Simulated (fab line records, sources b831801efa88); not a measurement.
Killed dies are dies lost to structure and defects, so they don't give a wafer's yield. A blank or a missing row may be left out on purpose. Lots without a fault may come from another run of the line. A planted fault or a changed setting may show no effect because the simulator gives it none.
One fault seen from 2 desks | flow sky130 | each desk has only its own numbers; what lay behind them comes last

THE METROLOGY DESK
What the gauges read, lot by lot, whatever tool the lot ran on: means of the sampled wafers that have a number. A lot is out of limits, marked OUT, if its mean lies more than 4 standard deviations from the usual mean; the brackets give that distance.
Columns: A = SONOS_ONO_OXIDATION_THK at SKY_SONOS_ONO_THK_MEAS_01, usual 2.60 nm; B = METAL1_ALCU_RS at SKY_METAL1_RS_MEAS_05, usual 0.1272 ohm/sq; C = METAL1_ALCU_THK at SKY_METAL1_THK_MEAS_06, usual 248 nm
lot  | first seen here | A    | B      | C
L756 | day 11 05:19    | 2.56 | 0.1307 | 240
L757 | day 11 10:44    | 2.59 | 0.1271 | 249
L764 | day 15 04:02    | 2.52 | 0.1265 | 253
L766 | day 15 05:14    | 2.56 | 0.1283 | 246
L767 | day 15 08:14    | 2.54 | 0.1247 | 253
L768 | day 15 13:35    | 2.57 | 0.1255 | 250
L769 | day 16 07:04    | 2.60 | 0.1273 | 248
L772 | day 16 22:19    | 2.64 | 0.1277 | 249
L778 | day 18 19:52    | 2.62 | 0.1222 | 261 (+4.0) OUT
L779 | day 18 21:35    | 2.59 | 0.1287 | 247
This desk's finding: out of limits on L778; first on L778, day 38 21:25 (METAL1_ALCU_THK at SKY_METAL1_THK_MEAS_06). In limits: L756, L757, L764, L766, L767, L768, L769, L772, L779.

THE TOOL OWNER'S DESK: pvd_sputter-01
The tool's own readings at SKY_METAL1_SPUTTER_02 (material AlCu, target thk 250 nm, time 13.3 s): means of the sampled wafers that have a number, for each lot that ran on this tool. A lot is out of limits, marked OUT, if its mean lies more than 4 standard deviations from the usual mean; the brackets give that distance.
Columns: A = throttle_valve_pct at SKY_METAL1_SPUTTER_02, usual 29.9 %
lot  | first seen here | A
L757 | day 32 04:31    | 29.1
L767 | day 35 15:34    | 29.0
L769 | day 36 17:40    | 29.3
L778 | day 38 21:11    | 28.8
This desk's finding: nothing out of limits on any of the 4 lots.

PUT TOGETHER
The metrology desk could have raised an alarm at day 38 21:25, on L778.
The tool owner's desk saw nothing out of limits.
The tool owner's desk has L778 on record, within its limits.
Of the lots named, all ran SKY_METAL1_SPUTTER_02 on pvd_sputter-01.

WHAT THE SIMULATOR HAD PUT IN
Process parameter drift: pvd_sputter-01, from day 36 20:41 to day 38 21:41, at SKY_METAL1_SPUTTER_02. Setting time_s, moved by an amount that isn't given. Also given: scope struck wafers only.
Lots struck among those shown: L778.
Hours from the fault's start to each desk's first reading out of limits: the metrology desk, 49.
